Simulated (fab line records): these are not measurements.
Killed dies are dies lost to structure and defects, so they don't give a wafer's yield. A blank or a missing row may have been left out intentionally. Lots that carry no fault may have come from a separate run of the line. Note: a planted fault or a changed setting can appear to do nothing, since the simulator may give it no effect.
The same fault as seen by 2 desks | flow gf180mcu | each desk has only its own numbers; what lay behind them comes last

AT THE TOOL OWNER'S DESK: rie-diel-03
The tool's own readings at GF_STI_ETCH_13 (etches the open film in CHF3/O2, stops on Si, target depth 282.31 nm, time 112.9 s): means of the sampled wafers that have a number, for each lot that ran on this tool. A lot is out of limits, marked OUT, if its mean lies more than 4 standard deviations from the usual mean; the brackets give that distance.
Columns: A = O2_flow_sccm at GF_STI_ETCH_13, usual 5.000 sccm; B = drypump-motor-current-A at GF_STI_ETCH_13, usual 5.8 A; C = oes-product-au at GF_STI_ETCH_13, usual 0.833 a.u.; D = run-length-s at GF_STI_ETCH_13, usual 141.4 s; E = throttle-valve-pct at GF_STI_ETCH_13, usual 8.811 %
lot  | first seen here | A     | B   | C               | D               | E
L836 | day 2 07:14     | 4.996 | 5.7 | 0.838           | 141.6           | 8.809
L838 | day 2 17:31     | 5.010 | 6.1 | 0.828           | 141.7           | 8.802
L845 | day 4 04:11     | 5.002 | 5.9 | 0.836           | 141.4           | 8.818
L848 | day 4 22:11     | 5.026 | 6.0 | 0.917 (+14) OUT | 117.4 (-65) OUT | 8.832
L851 | day 5 12:18     | 5.002 | 6.2 | 0.916 (+14) OUT | 117.5 (-65) OUT | 8.832
Finding of this desk: L848, L851 out of limits; the first was L848 at day 4 22:11, on oes-product-au at GF_STI_ETCH_13. In limits: L836, L838, L845.

THE METROLOGY DESK
Lot by lot, what the gauges showed, no matter which tool ran the lot: averages of those sampled wafers that carry a number. A lot is out of limits, marked OUT, if its mean lies more than 4 standard deviations from the usual mean; the brackets give that distance.
Columns: A = MVSD_TW at GF_MVSD_TW_MEAS_11, usual 1596
lot  | first seen here | A
L836 | day 4 16:59     | 1591
L837 | day 4 22:51     | 1602
L838 | day 5 04:19     | 1603
L839 | day 5 09:28     | 1595
L844 | day 6 15:55     | 1593
L845 | day 6 20:10     | 1597
L848 | day 7 13:59     | 1592
L850 | day 8 05:25     | 1592
L851 | day 8 08:24     | 1589
L856 | day 9 16:11     | 1596
L858 | day 9 23:58     | 1594
This desk's finding: nothing out of limits on any of the 11 lots.

TAKEN TOGETHER
The tool owner's desk could have raised an alarm at day 4 22:11, on L848, L851.
At the metrology desk, nothing out of limits was observed.
The metrology desk has L848, L851 on record, within its limits.
Every lot named ran GF_STI_ETCH_13 on rie-diel-03.

WHAT THE SIMULATOR HAD INSERTED
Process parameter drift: rie-diel-03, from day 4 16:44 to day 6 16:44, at GF_STI_ETCH_13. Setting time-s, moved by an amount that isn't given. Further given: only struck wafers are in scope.
Struck lots among those shown: L848, L851.
Each desk's first reading out of limits, in hours after the fault started: the tool owner's desk, 5.
